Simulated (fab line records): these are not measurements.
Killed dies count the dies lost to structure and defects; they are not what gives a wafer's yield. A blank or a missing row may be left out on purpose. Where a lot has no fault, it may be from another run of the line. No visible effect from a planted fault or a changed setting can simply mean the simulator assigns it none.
fab line records	flow sky130
record: lots: 7	wafers: 21	last-day: 50
route steps=708 shown GATE_OXIDE@196 POLY_GATE@204 RES_PROTECT@206 PAD_OPEN@708
lots untouched by any fault: they come from a run of this same line in which no faults occurred
start-h: hours from the record's first day to the start of the lot's first wafer shown	wait-h: hours since the lot's step before	" unchanged from the row above	L1.1+2: several wafers, shown together as one row	- value missing, or start not given	* or withheld: withheld	< > ~ a bound
route shown NAME@n: names a module that has steps shown in the file, with the first one's number in the route	usual: mean/standard deviation taken from wafers without a fault	same: alike in all rows	chamber/n: place in a boat	sites: readings site by site	_std_site: standard deviation across them	_edge_site: inner sites' mean taken away from outer sites' mean	radius-mm: how far each site lies from the wafer's centre	mask NAME#n: copy n	behind: the last tool/chamber to shape the wafer	hold: the reason the lot was held/the length of the hold in hours/how it ended	device: transistor that didn't switch, given as n, p or np	end of line: at the end of the route, the tests of the same wafers	a step with no rows: only its recipe	killed: at the first sort, the dies lost to defects and structure; wafer yield is something else	map: dies across one wafer; x = killed, . = not, _ = none there
set.NAME: the setting as run; set.NAME@STEP: as run at that earlier step	model.NAME: the simulator's own value behind a step, which no gauge read
a table for each step, a row for each wafer; lots at some steps of the route
services: when a tool's chamber went out of use (start-h, in hours from the record's first day, below 0 if earlier), for how many hours, and the reason
== steps ==
step: SKY_GATE_OXIDE_DEVELOP_09
recipe: resist: NOVOLAK	developer: TMAH	develop-time-s: 60	dev-temp-c: 23
step: SKY_GATE_OXIDE_OVL_MEAS_10
usual: GATE_OXIDE_OVL: -0.2/1.2
lot.wafer	tool	chamber	start-h	wait-h	GATE_OXIDE_OVL[nm]
L305.2	overlay-02	-	396.66	0.1	0.9
L305.4	"	-	"	"	0.7
L305.6	"	-	"	"	0.4
L309.1	overlay-02	-	424.86	0.1	-1.3
L309.2	"	-	"	"	-0.3
L309.4	"	-	"	"	-1.7
L313.1	overlay-01	-	454.13	0.1	-1.5
L313.4	"	-	"	"	-0.1
L313.5	"	-	"	"	-0.9
L314.1	overlay-02	-	464.43	0.1	1.7
L314.2	"	-	"	"	-0.5
L314.3	"	-	"	"	0.8
L315.1	overlay-02	-	480.53	0.1	-0.2
L315.2	"	-	"	"	0.2
L315.5	"	-	"	"	-1.1
L317.1	overlay-02	-	493.08	0.1	1.8
L317.2	"	-	"	"	1.4
L317.5	"	-	"	"	1.0
L319.1	overlay-02	-	502.00	0.1	1.8
L319.4	"	-	"	"	1.7
L319.6	"	-	"	"	0.1
step: SKY_GATE_OXIDE_IMPLANT_11
recipe: species: B	energy-kev: 10	dose-cm2: 2.6e+12	tilt-deg: withheld
step: SKY_GATE_OXIDE_WET_ETCH_12
recipe: chemistry: dHF	target-depth-nm: 16.8	dry: n2-spin	target: SiO2	dilution: 100:1	temp-c: 25	time-s: 336
step: SKY_GATE_OXIDE_STRIP_13
recipe: chemistry: O2/N2	power-w: 1400	pressure-mtorr: 1500	platen-temp-c: withheld	o2-flow-sccm: 3000	n2-flow-sccm: 300	overash-fraction: 0.5
usual: drypump-motor-current-A: 5.9/0.58	n2-flow-sccm: 300.0/0.84	oes-product-au: 0.715/0.0046	strip-time-to-endpoint-s: 14.18/0.038
lot.wafer	tool	chamber	start-h	wait-h	drypump-motor-current-A	n2-flow-sccm	oes-product-au	rf-hours-counter-h	strip-time-to-endpoint-s
L305.2	plasma-asher-01	0	396.94	0.0	6.8	300.3	0.716	29	14.21
L305.4	"	0	"	"	6.7	300.1	0.712	-	14.22
L305.6	"	0	"	"	6.7	299.2	0.720	-	14.19
L309.1	plasma-asher-02	1	425.15	0.0	5.0	300.4	0.720	61	14.14
L309.2	"	0	"	"	5.3	298.5	0.717	61	14.18
L309.4	"	0	"	"	5.3	300.8	0.712	-	14.18
L313.1	plasma-asher-01	0	454.42	0.0	6.8	300.7	0.711	35	14.13
L313.4	"	1	"	"	5.8	299.0	0.718	-	14.16
L313.5	"	1	"	"	5.8	299.6	0.706	-	14.17
L314.1	plasma-asher-01	1	464.72	0.0	5.8	299.0	0.708	35	14.25
L314.2	"	0	"	"	6.7	300.4	0.713	35	14.25
L314.3	"	1	"	"	5.8	300.0	0.712	-	14.25
L315.1	plasma-asher-02	1	480.82	0.0	5.1	301.8	0.714	66	14.16
L315.2	"	0	"	"	5.3	300.6	0.708	66	14.15
L315.5	"	0	"	"	5.2	299.6	0.718	-	14.15
L317.1	plasma-asher-04	1	493.38	0.0	6.1	299.3	0.716	75	14.14
L317.2	"	0	"	"	5.7	300.2	0.722	75	14.17
L317.5	"	0	"	"	5.7	299.5	0.708	-	14.19
L319.1	plasma-asher-04	0	502.29	0.0	5.7	299.5	0.713	76	14.20
L319.4	"	0	"	"	5.7	300.0	0.712	-	14.19
L319.6	"	1	"	"	6.1	300.5	0.712	-	14.18
step: SKY_GATE_OXIDE_TW_MEAS_14
usual: GATE_OXIDE_TW: 222.0/0.96
lot.wafer	tool	chamber	start-h	wait-h	GATE_OXIDE_TW
L305.2	film-metro-03	-	397.05	0.1	221.3
L305.4	"	-	"	"	221.7
L305.6	"	-	"	"	221.6
L309.1	film-metro-03	-	425.25	0.1	221.0
L309.2	"	-	"	"	221.4
L309.4	"	-	"	"	220.9
L313.1	film-metro-01	-	454.52	0.1	222.4
L313.4	"	-	"	"	222.9
L313.5	"	-	"	"	221.5
L314.1	film-metro-04	-	464.82	0.1	223.3
L314.2	"	-	"	"	221.4
L314.3	"	-	"	"	221.6
L315.1	film-metro-01	-	480.92	0.1	221.9
L315.2	"	-	"	"	220.8
L315.5	"	-	"	"	221.5
L317.1	film-metro-03	-	493.48	0.1	225.1
L317.2	"	-	"	"	223.4
L317.5	"	-	"	"	224.0
L319.1	film-metro-01	-	502.39	0.1	220.8
L319.4	"	-	"	"	220.9
L319.6	"	-	"	"	221.7
step: SKY_GATE_OXIDE_CLEAN_15
recipe: chemistry: SC1/SC2	mix: 1:4:20	temp-c: 70	time-s: 150	dry: n2-spin
step: SKY_GATE_OXIDE_OXIDATION_16
recipe: temp-c: 800	ambient: O2	idle-temp-c: 700	ramp-up-c-per-min: 10	ramp-down-c-per-min: 3	stabilise-s: 600	purge-s: 300	target-thk-a: 35.7	ox-time-s: 1915
step: SKY_POLY_GATE_CVD_00
recipe: material: poly-Si	target-thk-nm: 180	temp-c: 620	time-s: 720	pressure-mtorr: 200
step: SKY_POLY_GATE_THK_MEAS_01
recipe: reads: poly-Si_of_POLY_GATE_CVD_00
usual: POLY_GATE_CVD_00_THK: 180.5/1.6
lot.wafer	tool	chamber	start-h	wait-h	POLY_GATE_CVD_00_THK[nm]
L305.2	film-metro-04	-	399.90	0.0	179.0
L305.4	"	-	"	"	178.8
L305.6	"	-	"	"	179.0
L309.1	film-metro-04	-	430.56	0.0	183.5
L309.2	"	-	"	"	181.8
L309.4	"	-	"	"	181.0
L313.1	film-metro-02	-	458.24	0.0	179.9
L313.4	"	-	"	"	180.2
L313.5	"	-	"	"	179.2
L314.1	film-metro-03	-	468.91	0.0	183.3
L314.2	"	-	"	"	181.9
L314.3	"	-	"	"	182.7
L315.1	film-metro-03	-	484.24	0.0	181.6
L315.2	"	-	"	"	180.9
L315.5	"	-	"	"	179.8
L317.1	film-metro-04	-	496.98	0.0	180.2
L317.2	"	-	"	"	181.1
L317.5	"	-	"	"	180.7
L319.1	film-metro-04	-	505.23	0.0	180.3
L319.4	"	-	"	"	181.0
L319.6	"	-	"	"	179.3
step: SKY_RES_PROTECT_DEHYDRATE_00
recipe: temp-c: 200	time-s: 60
step: SKY_RES_PROTECT_HMDS_01
recipe: prime-time-s: 60	prime-temp-c: 120
step: SKY_RES_PROTECT_COAT_02
recipe: resist: NOVOLAK	spin-rpm: 3000	resist-thk-nm: 1140
usual: resist-line-temp-C: 23.00/0.1	spin-speed-rpm: 3000.5/1.8
lot.wafer	tool	chamber	start-h	wait-h	resist-line-temp-C	spin-speed-rpm	model.NOVOLAK_of_RES_PROTECT_COAT_02.thk-nm
L305.2	litho-track-01	0	414.63	0.1	23.04	3005.7	1141
L305.4	"	0	"	"	23.09	3000.9	1140
L305.6	"	0	"	"	23.16	3003.5	1138
L309.1	litho-track-03	0	445.58	0.1	23.00	2999.7	1141
L309.2	"	0	"	"	22.99	3002.7	1144
L309.4	"	0	"	"	22.93	3000.1	1146
L313.1	litho-track-03	0	473.33	0.1	22.89	2800.2	1174
L313.4	"	0	"	"	22.90	2802.6	1178
L313.5	"	0	"	"	22.93	2802.3	1181
L314.1	litho-track-03	0	483.73	0.1	23.15	2799.9	1182
L314.2	"	0	"	"	22.95	2798.7	1178
L314.3	"	0	"	"	22.94	2798.9	1180
L315.1	litho-track-03	0	499.13	0.1	23.04	2800.2	1182
L315.2	"	0	"	"	22.89	2801.6	1182
L315.5	"	0	"	"	23.03	2803.9	1178
L317.1	litho-track-02	0	512.01	0.1	22.83	2998.5	1138
L317.2	"	0	"	"	22.89	3000.7	1145
L317.5	"	0	"	"	22.75	2999.0	1139
L319.1	litho-track-02	0	520.01	0.1	22.93	2998.2	1142
L319.4	"	0	"	"	22.97	3001.7	1145
L319.6	"	0	"	"	23.08	2999.7	1146
step: SKY_RES_PROTECT_SOFTBAKE_03
recipe: temp-c: 90	time-s: 60	resist: NOVOLAK
step: SKY_RES_PROTECT_EXPOSE_04
recipe: mask-id: RPM	na: 0.6	source-shape: conventional	sigma-outer: 0.6	polarization: unpolarized	target-cd-nm: 1270	dose-mj: 131
step: SKY_RES_PROTECT_PEB_05
recipe: temp-c: withheld	time-s: *	resist: NOVOLAK
step: SKY_RES_PROTECT_DEVELOP_06
recipe: resist: NOVOLAK	developer: TMAH	develop-time-s: 60	dev-temp-c: 23
usual: resist-line-temp-C: 22.99/0.099
lot.wafer	tool	chamber	start-h	wait-h	resist-line-temp-C	model.NOVOLAK_of_RES_PROTECT_COAT_02.thk-nm
L305.2	litho-track-02	0	430.33	0.1	22.86	1141
L305.4	"	0	"	"	22.95	1140
L305.6	"	0	"	"	22.95	1138
L309.1	litho-track-01	0	460.46	0.1	22.95	1141
L309.2	"	0	"	"	23.04	1144
L309.4	"	0	"	"	22.83	1145
L313.1	litho-track-03	0	489.08	0.1	22.94	1174
L313.4	"	0	"	"	22.96	1177
L313.5	"	0	"	"	22.93	1181
L314.1	litho-track-01	0	498.91	0.1	22.85	1181
L314.2	"	0	"	"	22.96	1178
L314.3	"	0	"	"	22.99	1179
L315.1	litho-track-03	0	513.98	0.1	22.97	1182
L315.2	"	0	"	"	22.88	1182
L315.5	"	0	"	"	22.89	1178
L317.1	litho-track-02	0	526.41	0.1	23.02	1138
L317.2	"	0	"	"	22.93	1145
L317.5	"	0	"	"	23.03	1139
L319.1	litho-track-01	0	535.01	0.1	22.91	1141
L319.4	"	0	"	"	22.85	1144
L319.6	"	0	"	"	22.95	1146
step: SKY_POLY_GATE_IMPLANT_02
recipe: species: P	energy-kev: 30	dose-cm2: 7.7e+15	tilt-deg: 0
step: SKY_RES_PROTECT_STRIP_07
recipe: chemistry: O2/N2	power-w: 1400	pressure-mtorr: 1500	platen-temp-c: withheld	o2-flow-sccm: 3000	n2-flow-sccm: 300	overash-fraction: 0.5
usual: drypump-motor-current-A: 5.5/0.55	n2-flow-sccm: 299.9/0.87	oes-product-au: 0.518/0.0046	strip-time-to-endpoint-s: 23.31/0.04
lot.wafer	tool	chamber	start-h	wait-h	drypump-motor-current-A	n2-flow-sccm	oes-product-au	rf-hours-counter-h	strip-time-to-endpoint-s
L305.2	plasma-asher-02	0	430.61	0.1	5.3	299.6	0.516	61	23.30
L305.4	"	1	"	"	5.1	299.1	0.521	-	23.29
L305.6	"	0	"	"	5.3	300.1	0.518	-	23.28
L309.1	plasma-asher-03	1	460.76	0.1	5.2	300.8	0.526	3	23.30
L309.2	"	0	"	"	5.6	299.7	0.518	3	23.34
L309.4	"	0	"	"	5.6	298.9	0.513	-	23.34
L313.1	plasma-asher-02	0	489.38	0.1	5.3	299.0	0.519	67	23.61
L313.4	"	1	"	"	5.1	299.0	0.528	-	23.67
L313.5	"	0	"	"	5.3	298.9	0.519	-	23.72
L314.1	plasma-asher-01	0	499.21	0.1	6.7	301.1	0.525	39	23.69
L314.2	"	1	"	"	5.7	299.9	0.521	39	23.68
L314.3	"	0	"	"	6.7	299.9	0.517	-	23.67
L315.1	plasma-asher-03	0	514.28	0.1	5.6	300.3	0.523	8	23.75
L315.2	"	1	"	"	5.3	299.1	0.522	8	23.72
L315.5	"	0	"	"	5.6	300.7	0.519	-	23.67
L317.1	plasma-asher-02	0	526.71	0.1	5.3	300.6	0.513	71	23.26
L317.2	"	1	"	"	5.1	299.0	0.517	71	23.33
L317.5	"	1	"	"	5.1	299.4	0.513	-	23.27
L319.1	plasma-asher-02	1	535.31	0.1	5.1	301.6	0.515	72	23.31
L319.4	"	0	"	"	5.3	299.9	0.509	-	23.35
L319.6	"	1	"	"	5.1	301.8	0.528	-	23.37
step: SKY_RES_PROTECT_TW_MEAS_08
usual: POLY_GATE_TW: 4007/21
lot.wafer	tool	chamber	start-h	wait-h	POLY_GATE_TW
L305.2	film-metro-04	-	430.72	0.1	3965
L305.4	"	-	"	"	3943
L305.6	"	-	"	"	3972
L309.1	film-metro-02	-	460.86	0.1	4021
L309.2	"	-	"	"	4024
L309.4	"	-	"	"	4012
L313.1	film-metro-01	-	489.48	0.1	3962
L313.4	"	-	"	"	3964
L313.5	"	-	"	"	3981
L314.1	film-metro-02	-	499.31	0.1	4041
L314.2	"	-	"	"	4020
L314.3	"	-	"	"	4011
L315.1	film-metro-01	-	514.38	0.1	4009
L315.2	"	-	"	"	3989
L315.5	"	-	"	"	3992
L317.1	film-metro-01	-	526.81	0.1	3967
L317.2	"	-	"	"	4007
L317.5	"	-	"	"	3995
L319.1	film-metro-04	-	535.41	0.1	3998
L319.4	"	-	"	"	4027
L319.6	"	-	"	"	4009
step: SKY_PAD_OPEN_PROBE_99
usual: killed_at_M0_to_M3: 44/7.2	killed_at_M4_up: 2.9/1.8	killed-at-contacts: 24/5.6	killed-at-front-end: 15/4.2	killed-at-other: 0.4/0.71	killed-dies: 86/9.2	killed-on-rim: 16/3.6	killed-open: 47/7.2	killed-short: 39/5.7
same: gross-dies: 492	killed-at-back-side: 0
lot.wafer	tool	chamber	start-h	wait-h	killed_at_M0_to_M3	killed_at_M4_up	killed-at-contacts	killed-at-front-end	killed-at-other	killed-dies	killed-on-rim	killed-open	killed-short
L305.2	prober-01	-	1139.02	0.1	34	7	29	16	0	86	14	46	40
L305.4	prober-01	-	1139.12	0.2	42	0	26	13	0	81	17	53	27
L305.6	prober-01	-	1139.22	0.2	54	4	29	15	0	102	20	53	48
L309.1	prober-01	-	1160.35	0.1	37	3	12	15	0	67	17	35	32
L309.2	prober-01	-	1160.40	0.1	28	2	20	14	0	64	14	34	30
L309.4	prober-01	-	1160.50	0.2	40	2	22	11	0	75	19	40	35
L313.1	prober-01	-	1174.28	0.1	37	3	18	18	0	76	13	43	33
L313.4	prober-01	-	1174.43	0.2	41	4	17	11	0	73	14	49	24
L313.5	prober-01	-	1174.48	0.2	38	2	26	7	0	73	16	36	37
L314.1	prober-02	-	1179.48	0.1	51	2	31	12	0	96	16	56	39
L314.2	prober-02	-	1179.53	0.1	64	6	16	13	0	99	21	56	43
L314.3	prober-02	-	1179.58	0.2	52	0	35	11	0	98	23	51	47
L315.1	prober-01	-	1185.38	0.1	49	0	22	14	0	85	15	44	41
L315.2	prober-01	-	1185.43	0.1	40	3	28	9	0	80	16	50	29
L315.5	prober-01	-	1185.58	0.2	41	3	21	16	1	82	18	45	36
L319.1	prober-02	-	1198.18	0.1	34	3	27	12	1	77	18	32	45
L319.4	prober-02	-	1198.33	0.2	32	1	22	15	0	70	14	43	25
L319.6	prober-02	-	1198.43	0.2	37	4	33	22	0	96	24	53	42
killed by level:class
L305.2 CONTACT:geometric-particle:open=15 VIA1:geometric-particle:open=8 FIELD_ISO:geometric-particle:short=5 LI_CONTACT:geometric-particle:open=5 METAL2:geometric-particle:short=5 METAL4:geometric-particle:short=5 FIELD_ISO:geometric-particle:open=4 POLY_GATE:geometric-particle:open=4
L305.4 VIA1:geometric-particle:open=15 CONTACT:geometric-particle:open=10 VIA3:geometric-particle:open=8 LI_CONTACT:geometric-particle:open=7 CONTACT:geometric-particle:short=5 VIA2:geometric-particle:open=4 FIELD_ISO:geometric-particle:short=3 FIELD_ISO:geometric-particle:open=3
L305.6 VIA3:geometric-particle:open=11 VIA1:geometric-particle:open=10 VIA2:geometric-particle:open=9 LI_CONTACT:geometric-particle:open=8 CONTACT:geometric-particle:open=7 CONTACT:geometric-particle:short=7 VIA1:geometric-particle:short=7 POLY_GATE:geometric-particle:short=4
L309.1 VIA1:geometric-particle:open=11 VIA1:geometric-particle:short=8 CONTACT:geometric-particle:open=5 METAL1:geometric-particle:short=5 VIA2:geometric-particle:open=5 FIELD_ISO:geometric-particle:open=4 METAL3:geometric-particle:short=4 LOCAL_INTERCONNECT:geometric-particle:short=3
L309.2 METAL1:geometric-particle:short=7 LOCAL_INTERCONNECT:geometric-particle:short=6 LI_CONTACT:geometric-particle:open=5 CONTACT:geometric-particle:open=5 FIELD_ISO:geometric-particle:open=4 VIA1:geometric-particle:short=4 VIA1:geometric-particle:open=4 VIA2:geometric-particle:open=4
L309.4 VIA1:geometric-particle:open=14 VIA1:geometric-particle:short=9 LI_CONTACT:geometric-particle:open=8 CONTACT:geometric-particle:open=6 LI_CONTACT:geometric-particle:short=5 METAL1:geometric-particle:short=4 POLY_GATE:geometric-particle:open=3 METAL2:geometric-particle:short=3
L313.1 VIA1:geometric-particle:open=8 CONTACT:geometric-particle:open=7 VIA3:geometric-particle:open=7 FIELD_ISO:geometric-particle:open=6 FIELD_ISO:geometric-particle:short=6 VIA1:geometric-particle:short=6 LI_CONTACT:geometric-particle:open=5 POLY_GATE:geometric-particle:short=4
L313.4 VIA1:geometric-particle:open=14 CONTACT:geometric-particle:open=10 VIA3:geometric-particle:open=9 FIELD_ISO:geometric-particle:open=3 METAL1:geometric-particle:short=3 VIA1:geometric-particle:short=3 METAL2:geometric-particle:short=3 VIA2:geometric-particle:open=3
L313.5 VIA1:geometric-particle:open=8 CONTACT:geometric-particle:open=7 METAL2:geometric-particle:short=7 VIA3:geometric-particle:open=7 CONTACT:geometric-particle:short=6 LI_CONTACT:geometric-particle:open=5 LOCAL_INTERCONNECT:geometric-particle:short=5 LI_CONTACT:geometric-particle:short=3
L314.1 CONTACT:geometric-particle:open=16 VIA1:geometric-particle:open=11 VIA3:geometric-particle:open=8 VIA2:geometric-particle:open=8 METAL1:geometric-particle:short=7 CONTACT:geometric-particle:short=5 LI_CONTACT:geometric-particle:short=5 LI_CONTACT:geometric-particle:open=5
L314.2 VIA1:geometric-particle:open=16 VIA2:geometric-particle:open=10 METAL1:geometric-particle:short=8 VIA3:geometric-particle:open=8 CONTACT:geometric-particle:open=6 METAL2:geometric-particle:short=5 LI_CONTACT:geometric-particle:open=4 VIA1:geometric-particle:short=4
L314.3 CONTACT:geometric-particle:open=11 VIA3:geometric-particle:open=10 CONTACT:geometric-particle:short=9 VIA2:geometric-particle:open=9 LI_CONTACT:geometric-particle:open=7 METAL1:geometric-particle:short=7 VIA1:geometric-particle:open=7 POLY_GATE:geometric-particle:short=6
L315.1 VIA1:geometric-particle:open=11 VIA2:geometric-particle:open=9 METAL2:geometric-particle:short=6 POLY_GATE:geometric-particle:short=5 LI_CONTACT:geometric-particle:open=5 CONTACT:geometric-particle:open=5 VIA1:geometric-particle:short=5 LOCAL_INTERCONNECT:geometric-particle:short=4
L315.2 CONTACT:geometric-particle:open=12 VIA1:geometric-particle:open=7 VIA2:geometric-particle:open=7 LI_CONTACT:geometric-particle:open=6 METAL1:geometric-particle:short=6 CONTACT:geometric-particle:short=5 METAL2:geometric-particle:open=4 VIA2:geometric-particle:short=4
L315.5 CONTACT:geometric-particle:open=10 METAL2:geometric-particle:short=10 VIA1:geometric-particle:open=7 VIA2:geometric-particle:open=6 VIA3:geometric-particle:open=5 FIELD_ISO:geometric-particle:open=4 CONTACT:geometric-particle:short=4 LOCAL_INTERCONNECT:geometric-particle:short=4
L319.1 METAL1:geometric-particle:short=8 LI_CONTACT:geometric-particle:open=7 LOCAL_INTERCONNECT:geometric-particle:short=6 CONTACT:geometric-particle:open=5 CONTACT:geometric-particle:short=5 VIA1:geometric-particle:open=5 VIA3:geometric-particle:open=5 METAL2:geometric-particle:short=4
L319.4 VIA3:geometric-particle:open=10 CONTACT:geometric-particle:open=8 VIA1:geometric-particle:open=7 LI_CONTACT:geometric-particle:open=5 VIA1:geometric-particle:short=5 FIELD_ISO:geometric-particle:open=4 LI_CONTACT:geometric-particle:short=4 CONTACT:geometric-particle:short=4
L319.6 CONTACT:geometric-particle:open=12 VIA3:geometric-particle:open=9 VIA2:geometric-particle:open=8 LI_CONTACT:geometric-particle:short=6 LI_CONTACT:geometric-particle:open=6 VIA1:geometric-particle:open=6 FIELD_ISO:geometric-particle:short=5 SPACER:geometric-particle:open=5
== services ==
tool	chamber	start-h	hours	kind
plasma-asher-04	-	383.45	2.8	pm
plasma-asher-03	-	396.44	2.1	repair
plasma-asher-01	-	409.16	1.8	repair
plasma-asher-03	-	421.25	9.0	pm
plasma-asher-03	0	421.25	9.0	vent-cycle
plasma-asher-03	1	421.25	9.0	vent-cycle
plasma-asher-03	0	430.25	-	clean
plasma-asher-03	1	430.25	-	clean
plasma-asher-01	-	511.19	28.1	pm
plasma-asher-04	-	534.94	86.4	repair
== key ==
first-sign: step: SKY_RES_PROTECT_COAT_02	reading: spin-speed-rpm	direction: down	sigmas: 99+	usual: 3000.5	struck: 2800.9
effect: step: SKY_RES_PROTECT_STRIP_07	reading: strip-time-to-endpoint-s	direction: up	sigmas: 9.6	usual: *	struck: *
model-effect: step: SKY_RES_PROTECT_COAT_02	value: NOVOLAK_of_RES_PROTECT_COAT_02.thk-nm	without: 1140	struck: 1180
model-effect: step: SKY_RES_PROTECT_DEVELOP_06	value: NOVOLAK_of_RES_PROTECT_COAT_02.thk-nm	without: 1139	struck: 1179
met-at SKY_RES_PROTECT_COAT_02
struck-wafers L313.1,L313.4,L313.5,L314.1,L314.2,L314.3,L315.1,L315.2,L315.5
tester-left-out L313,L314,L315
onset-between 445.58 473.33
fault: kind: process-parameter-drift	tool: litho-track-03	chamber: -	onset-h: 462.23	steps: SKY_RES_PROTECT_COAT_02	channel: spin-rpm	offset: -199.32	shape: step	end-h: 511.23	acts-in: these-recipes-only	stated: 3000
tester-left-out: of these lots the tester's yield and bins aren't shown, on N5 and GAA mostly nor the transistor test; their killed dies are dies lost to structure and defects alone, not to doping, threshold or leakage, so they don't give the yield
